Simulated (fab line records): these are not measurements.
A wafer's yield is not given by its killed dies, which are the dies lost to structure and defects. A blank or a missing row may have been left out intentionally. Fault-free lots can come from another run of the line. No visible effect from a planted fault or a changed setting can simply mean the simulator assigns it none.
fab line records	flow gf180mcu
record: lots: 11	wafers: 33	lastDay: 34
route steps=602 shown V1@352 M3@413 V3@431
lots that met no fault: taken from a fault-free run of the same line
startH: the number of hours between the record's first day and the start of the first shown wafer of the lot	waitH: hours elapsed since this lot's preceding step	" repeats the value in the row above	L1.1+2: a row that stands for several wafers	- either no value or no given start	* or withheld: withheld	< > ~ a bound
route shown NAME@n: names a module that has steps shown in the file, with the first one's number in the route	usual: mean/standard deviation taken from wafers without a fault	same: alike in all rows	chamber/n: place in a boat	sites: each site's reading	_std_site: how widely they spread, as a standard deviation	_edge_site: mean of outer sites minus mean of inner sites	radiusMm: for every site, how far away it sits from the centre of the wafer	mask NAME#n: copy n	behind: the tool/chamber that last shaped the wafer	hold: reason for holding the lot/hours on hold/outcome of the hold	device: the n, p or np transistor that did not switch	end of line: the tests these same wafers got at the end of their route	a step without rows: its recipe alone	killed: not the wafer's yield, but the dies lost to structure and defects at the first sort	map: a wafer's dies, x killed, . not, _ none there
set.NAME: the setting that was run; set.NAME@STEP: the one run at that earlier step	model.NAME: the simulator's own value behind a step, which no gauge read
steps of the route over a sample of lots; a table a step, a row a wafer
services: the hour from which a tool's chamber was out of use, counted from the record's first day as startH (under 0 if before that day), plus the number of hours and why
== steps ==
step: GF_V1_ETCH_17
recipe: chemistry: C4F8/O2/Ar	maskMaterial: KrF	target: SiO2	stopOn: TiN	sourceW: 1500	biasW: 1200	pressureMtorr: 40	c4f8FlowSccm: withheld	O2_flow_sccm: 6	Ar_flow_sccm: 300	timeS: withheld	targetDepthA: 6300
usual: oesProductAu: 0.855/0.0048
lot.wafer	tool	chamber	startH	waitH	oesProductAu
L352.1	rieDiel-01	1	-	-	0.854
L352.4	"	1	"	"	0.858
L352.6	"	0	"	"	0.851
L356.1	rieDiel-02	1	-	-	0.856
L356.2	"	2	"	"	0.854
L356.6	"	0	"	"	0.849
L357.1	rieDiel-01	1	-	-	0.850
L357.2	"	0	"	"	0.866
L357.3	"	2	"	"	0.858
L358.2	rieDiel-02	2	-	-	0.856
L358.5	"	1	"	"	0.857
L358.6	"	0	"	"	0.860
L360.1	rieDiel-02	2	-	-	0.851
L360.3	"	1	"	"	0.850
L360.4	"	3	"	"	0.852
L363.3	rieDiel-04	2	-	-	0.854
L363.5	"	2	"	"	0.849
L363.6	"	1	"	"	0.847
L364.1	rieDiel-01	0	-	-	0.863
L364.4	"	2	"	"	0.857
L364.6	"	1	"	"	0.862
L365.2	rieDiel-04	2	-	-	0.858
L365.3	"	0	"	"	0.852
L365.5	"	2	"	"	0.857
L368.2	rieDiel-01	0	-	-	0.856
L368.3	"	3	"	"	0.855
L368.6	"	0	"	"	0.859
L369.1	rieDiel-02	1	-	-	0.850
L369.4	"	3	"	"	0.856
L369.6	"	2	"	"	0.862
L372.1	rieDiel-01	1	-	-	0.863
L372.2	"	3	"	"	0.858
L372.6	"	3	"	"	0.854
step: GF_M3_SPUTTER_04
recipe: material: TiN	targetThkNm: 50	powerW: 6500	timeS: 41.7	chamberPressurePa: 0.4
usual: cathodeDcPowerW: 6500.1/1.1	throttleValvePct: 30.4/0.82
lot.wafer	tool	chamber	startH	waitH	cathodeDcPowerW	throttleValvePct
L352.1	pvdSputter-04	-	487.48	0.0	6500.6	31.1
L352.4	"	-	"	"	6499.6	29.8
L352.6	"	-	"	"	6498.9	31.4
L356.1	pvdSputter-02	-	526.61	0.0	6499.4	30.3
L356.2	"	-	"	"	6501.9	31.8
L356.6	"	-	"	"	6500.3	32.0
L357.1	pvdSputter-02	-	533.04	0.0	6499.2	30.5
L357.2	"	-	"	"	6498.2	31.8
L357.3	"	-	"	"	6502.8	30.1
L358.2	pvdSputter-03	-	543.98	0.0	6499.1	30.3
L358.5	"	-	"	"	6500.1	31.1
L358.6	"	-	"	"	6499.1	30.2
L360.1	pvdSputter-04	-	561.87	0.0	6500.3	29.3
L360.3	"	-	"	"	6498.4	30.0
L360.4	"	-	"	"	6499.3	30.0
L363.3	pvdSputter-03	-	583.99	0.0	6499.1	30.1
L363.5	"	-	"	"	6498.2	30.9
L363.6	"	-	"	"	6500.1	30.3
L364.1	pvdSputter-03	-	599.70	0.0	6499.1	31.3
L364.4	"	-	"	"	6501.1	30.7
L364.6	"	-	"	"	6500.3	31.3
L365.2	pvdSputter-03	-	604.23	0.0	6501.7	30.3
L365.3	"	-	"	"	6500.4	30.7
L365.5	"	-	"	"	6500.9	31.1
L368.2	pvdSputter-02	-	621.63	0.0	6497.3	30.3
L368.3	"	-	"	"	6501.0	31.7
L368.6	"	-	"	"	6498.3	29.2
L369.1	pvdSputter-03	-	635.70	0.0	6501.2	31.5
L369.4	"	-	"	"	6500.8	31.1
L369.6	"	-	"	"	6500.1	30.8
L372.1	pvdSputter-04	-	664.61	0.0	6497.8	29.9
L372.2	"	-	"	"	6501.4	29.4
L372.6	"	-	"	"	6500.8	29.5
step: GF_V3_CVD_02
recipe: material: SiO2	targetThkNm: 850	precursor: TEOS	tempC: 400	timeS: 94.851	rfW: 600
usual: heaterPowerOuterW: 369/52	heaterPowerW: 625/76
lot.wafer	tool	chamber	startH	waitH	heaterPowerOuterW	heaterPowerW
L352.1	pecvd-03	2	512.13	0.1	417	712
L352.4	"	0	"	"	436	796
L352.6	"	2	"	"	310	559
L356.1	pecvd-03	0	549.36	0.1	380	712
L356.2	"	1	"	"	331	484
L356.6	"	2	"	"	350	620
L357.1	pecvd-03	2	557.01	0.1	380	646
L357.2	"	1	"	"	336	491
L357.3	"	0	"	"	374	698
L358.2	pecvd-02	1	566.84	0.0	282	534
L358.5	"	1	"	"	320	612
L358.6	"	2	"	"	325	563
L360.1	pecvd-03	0	584.39	0.1	424	752
L360.3	"	2	"	"	413	696
L360.4	"	0	"	"	446	802
L363.3	pecvd-02	2	606.33	0.0	386	656
L363.5	"	2	"	"	411	686
L363.6	"	0	"	"	398	682
L364.1	pecvd-02	0	621.58	0.1	407	671
L364.4	"	1	"	"	322	569
L364.6	"	0	"	"	311	558
L365.2	pecvd-02	0	626.25	0.0	356	623
L365.3	"	2	"	"	336	580
L365.5	"	2	"	"	383	639
L368.2	pecvd-03	1	660.77	0.0	375	529
L368.3	"	2	"	"	373	691
L368.6	"	2	"	"	417	746
L369.1	pecvd-04	2	664.82	0.1	452	715
L369.4	"	0	"	"	396	656
L369.6	"	1	"	"	285	517
L372.1	pecvd-02	0	676.60	0.1	405	678
L372.2	"	1	"	"	274	533
L372.6	"	2	"	"	424	713
step: GF_V3_THK_MEAS_03
recipe: reads: SiO2_of_V3_CVD_02
usual: V3_CVD_02_THK: 851/14
lot.wafer	tool	chamber	startH	waitH	V3_CVD_02_THK[nm]
L352.1	filmMetro-04	-	512.20	0.0	830
L352.4	"	-	"	"	848
L352.6	"	-	"	"	842
L356.1	filmMetro-02	-	549.43	0.0	843
L356.2	"	-	"	"	856
L356.6	"	-	"	"	931
L357.1	filmMetro-04	-	557.08	0.0	921
L357.2	"	-	"	"	857
L357.3	"	-	"	"	835
L358.2	filmMetro-04	-	566.95	0.1	850
L358.5	"	-	"	"	850
L358.6	"	-	"	"	882
L360.1	filmMetro-02	-	584.46	0.0	831
L360.3	"	-	"	"	921
L360.4	"	-	"	"	845
L363.3	filmMetro-03	-	606.41	0.1	856
L363.5	"	-	"	"	869
L363.6	"	-	"	"	870
L364.1	filmMetro-02	-	621.68	0.1	833
L364.4	"	-	"	"	849
L364.6	"	-	"	"	851
L365.2	filmMetro-04	-	626.33	0.0	836
L365.3	"	-	"	"	841
L365.5	"	-	"	"	862
L368.2	filmMetro-04	-	660.85	0.0	855
L368.3	"	-	"	"	834
L368.6	"	-	"	"	842
L369.1	filmMetro-02	-	664.92	0.1	856
L369.4	"	-	"	"	875
L369.6	"	-	"	"	843
L372.1	filmMetro-02	-	676.67	0.0	826
L372.2	"	-	"	"	828
L372.6	"	-	"	"	858
step: GF_V3_CMP_04
recipe: material: SiO2	downForcePsi: 4	platenRpm: 60	padVelocityMS: 0.94248
usual: edgeZonePressureFrac: 0.999/0.0053	headPressurePsi: 4.000/0.0081	motorCurrentA: 12.4/1.2	retainingRingPressureFrac: 1.000/0.0047	timeToEndpointS: 78/6.3
lot.wafer	tool	chamber	startH	waitH	edgeZonePressureFrac	headPressurePsi	motorCurrentA	retainingRingPressureFrac	timeToEndpointS
L352.1	cmp-01	1	512.31	0.1	0.995	4.010	9.6	1.002	71
L352.4	"	3	"	"	0.998	4.004	11.8	1.008	74
L352.6	"	1	"	"	0.997	4.003	9.8	0.997	75
L356.1	cmp-02	1	549.49	0.1	1.004	3.997	12.1	1.001	82
L356.2	"	3	"	"	1.002	3.997	13.9	0.999	79
L356.6	"	1	"	"	1.000	4.002	11.6	1.002	113
L357.1	cmp-02	1	557.14	0.1	1.001	3.994	12.0	0.995	110
L357.3	"	2	"	"	1.002	4.004	11.8	0.998	68
L357.2	"	0	"	"	0.991	3.987	11.1	1.003	87
L358.2	cmp-02	0	567.10	0.1	0.993	3.997	11.2	0.999	82
L358.5	"	2	"	"	1.000	4.020	11.8	0.999	72
L358.6	"	3	"	"	0.999	3.999	14.1	1.005	84
L360.4	cmp-01	2	584.52	0.0	0.997	3.994	13.0	0.995	80
L360.1	"	3	"	"	1.000	3.994	13.1	1.011	71
L360.3	"	0	"	"	0.999	4.001	13.3	1.000	109
L363.3	cmp-02	0	606.50	0.1	0.994	3.996	11.7	0.997	82
L363.5	"	3	"	"	1.004	4.003	14.2	1.001	77
L363.6	"	0	"	"	1.000	3.998	11.6	0.999	88
L364.1	cmp-02	0	621.79	0.1	0.999	3.996	11.1	0.997	71
L364.4	"	1	"	"	1.002	4.008	12.7	0.996	74
L364.6	"	0	"	"	1.001	3.984	11.5	0.996	76
L365.2	cmp-01	1	626.38	0.0	1.004	4.011	9.8	0.992	75
L365.3	"	3	"	"	1.005	3.992	12.0	0.998	73
L365.5	"	2	"	"	1.003	4.001	13.1	0.996	84
L368.2	cmp-02	3	660.95	0.1	1.001	3.997	14.2	0.994	80
L368.3	"	0	"	"	0.998	4.000	11.6	1.002	76
L368.6	"	2	"	"	1.001	4.012	12.0	1.001	71
L369.1	cmp-02	0	664.98	0.1	1.007	3.998	11.5	1.004	84
L369.4	"	1	"	"	0.993	4.005	12.1	1.000	91
L369.6	"	1	"	"	0.996	4.012	12.0	0.998	76
L372.2	cmp-01	3	676.89	0.2	1.002	4.003	12.3	1.001	70
L372.1	"	0	"	"	0.994	3.992	12.7	0.998	69
L372.6	"	1	"	"	1.006	3.999	10.2	1.001	82
step: GF_V3_SPUTTER_22
recipe: material: TiN	targetThkNm: 10	chamberPressurePa: 5	powerW: 4000	timeS: 40
usual: cathodeDcPowerW: 3999.9/0.75	throttleValvePct: 30.5/0.65
lot.wafer	tool	chamber	startH	waitH	cathodeDcPowerW	throttleValvePct
L352.1	pvdSputter-01	-	536.38	0.0	3999.8	30.5
L352.4	"	-	"	"	3999.8	30.8
L352.6	"	-	"	"	3998.7	31.0
L356.1	pvdSputter-02	-	572.80	0.0	4000.1	30.5
L356.2	"	-	"	"	4000.6	29.0
L356.6	"	-	"	"	3999.5	32.1
L357.1	pvdSputter-04	-	580.19	0.0	3999.9	29.5
L357.2	"	-	"	"	3999.4	31.4
L357.3	"	-	"	"	3999.2	29.9
L358.2	pvdSputter-01	-	589.52	0.0	3998.8	30.5
L358.5	"	-	"	"	4000.5	29.9
L358.6	"	-	"	"	3999.9	30.7
L360.1	pvdSputter-04	-	606.96	0.0	4001.0	29.1
L360.3	"	-	"	"	3998.4	29.9
L360.4	"	-	"	"	3999.9	31.4
L363.3	pvdSputter-02	-	628.40	0.0	3998.8	30.5
L363.5	"	-	"	"	3999.4	30.3
L363.6	"	-	"	"	3998.8	31.7
L364.1	pvdSputter-04	-	660.79	0.0	3999.9	31.5
L364.4	"	-	"	"	4001.1	29.5
L364.6	"	-	"	"	3999.9	31.4
L365.2	pvdSputter-01	-	662.86	0.0	4002.0	30.8
L365.3	"	-	"	"	4002.2	30.3
L365.5	"	-	"	"	4001.1	30.2
L368.2	pvdSputter-01	-	670.88	0.0	3999.7	30.7
L368.3	"	-	"	"	4001.0	30.4
L368.6	"	-	"	"	3999.7	30.2
L369.1	pvdSputter-01	-	677.03	0.0	4000.2	30.9
L369.4	"	-	"	"	3999.4	30.5
L369.6	"	-	"	"	4000.9	30.8
L372.1	pvdSputter-01	-	696.53	0.0	4000.0	30.8
L372.2	"	-	"	"	4000.0	30.4
L372.6	"	-	"	"	3999.9	30.1
== services ==
tool	chamber	startH	hours	kind
pvdSputter-03	-	423.68	10.5	repair
pecvd-02	-	435.83	0.7	repair
pecvd-03	-	455.39	5.5	pm
pvdSputter-02	-	466.35	2.1	repair
cmp-02	-	475.27	2.2	repair
rieDiel-01	-	489.97	28.1	pm
pecvd-02	-	503.45	0.4	repair
pvdSputter-02	-	514.93	9.7	repair
cmp-02	-	519.65	9.8	pm
pecvd-03	0	532.72	3.0	repair
cmp-02	-	535.01	0.7	repair
pecvd-02	0	541.75	27.2	repair
pvdSputter-02	-	543.77	2.3	repair
pecvd-03	-	548.01	0.7	repair
pvdSputter-01	-	557.21	6.4	repair
cmp-02	-	572.29	4.0	pm
pecvd-02	-	573.33	0.5	repair
cmp-02	-	587.66	2.7	repair
pecvd-03	-	591.12	14.0	pm
pecvd-03	-	604.52	0.9	repair
cmp-02	-	623.65	12.1	pm
pvdSputter-01	-	631.38	1.8	repair
cmp-02	-	641.59	1.4	repair
cmp-02	-	679.05	6.9	pm
== key ==
firstSign: step: GF_V3_THK_MEAS_03	reading: V3_CVD_02_THK	direction: up	sigmas: 5.4	usual: 851	struck: 924
effect: step: GF_V3_CMP_04	reading: timeToEndpointS	direction: up	sigmas: 5.2	usual: *	struck: *
metAt GF_V3_CVD_02
struckLots L356,L357,L360
struckWafers L356.6,L357.1,L360.3
notActingAt GF_V1_ETCH_17,GF_M3_SPUTTER_04,GF_V3_SPUTTER_22
onsetBetween 512.13 549.36
fault: kind: processParameterDrift	tool: pecvd-03	chamber: 2	onsetH: 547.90	steps: GF_V3_CVD_02	channel: targetThkNm	offset: 79.506	shape: step	endH: 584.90	actsIn: theseRecipesOnly	stated: 850
